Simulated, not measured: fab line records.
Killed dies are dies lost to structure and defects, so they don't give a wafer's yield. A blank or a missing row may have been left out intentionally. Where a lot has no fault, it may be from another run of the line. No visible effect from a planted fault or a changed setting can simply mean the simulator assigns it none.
The same fault as seen by 2 desks -- flow sky130 -- each desk has only its own numbers; what lay behind them comes last

== TOOL OWNER'S DESK, iline_stepper-01 ==
The tool's own readings at SKY_SD_P_EXPOSE_04 (exposes mask PSDM, target cd 380 nm): means of the sampled wafers that have a number, for each lot that ran on this tool. The brackets show how far a lot's mean lies from the usual mean; more than 4 standard deviations puts the lot out of limits, marked OUT.
Columns: A = exposure_dose_mJ_cm2 at SKY_SD_P_EXPOSE_04, usual 137.98
lot,first seen here,A
L648,day 26 06:53,138.00
L650,day 27 01:37,137.96
L661,day 30 14:37,137.79
L662,day 31 00:52,138.09
This desk's verdict: no lot among the 4 shows anything out of limits.

== METROLOGY DESK ==
What the gauges read, lot by lot, whatever tool the lot ran on: means of the sampled wafers that have a number. The brackets show how far a lot's mean lies from the usual mean; more than 4 standard deviations puts the lot out of limits, marked OUT.
Columns: A = LDD_HVP_OVL at SKY_LDD_HVP_OVL_MEAS_07, usual -1.0 nm; B = SD_P_OVL at SKY_SD_P_OVL_MEAS_08, usual -1.8 nm
lot,first seen here,A,B
L648,day 23 01:31,-1.1,-3.4
L649,day 23 05:58,-2.3,-2.0
L651,day 23 16:26,-2.4,-1.2
L650,day 23 20:02,-1.3,-1.6
L653,day 24 15:19,-0.8,-1.3
L658,day 26 09:35,1.4,-0.4
L661,day 27 12:26,-0.2,-51.2 (-41) OUT
L662,day 27 22:01,0.1,-52.2 (-42) OUT
L664,day 28 07:57,-1.4,-3.8
L668,day 29 05:41,-1.0,-1.9
L671,day 30 04:46,-1.2,-0.6
This desk finds L661, L662 out of limits, with the earliest case on L661 at day 31 04:48 (SD_P_OVL at SKY_SD_P_OVL_MEAS_08). In limits: L648, L649, L651, L650, L653, L658, L664, L668, L671.

== ALL TOGETHER ==
The metrology desk could have raised an alarm at day 31 04:48, on L661, L662.
The tool owner's desk saw nothing out of limits.
The tool owner's desk has L661, L662 on record, within its limits.
The lots listed all ran SKY_SD_P_EXPOSE_04 on iline_stepper-01.

== WHAT THE SIMULATOR PUT IN ==
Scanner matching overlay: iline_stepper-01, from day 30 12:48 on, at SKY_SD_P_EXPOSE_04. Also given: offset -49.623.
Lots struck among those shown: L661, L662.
Time in hours between the start of the fault and the first out-of-limits reading at each desk: metrology desk, 16.
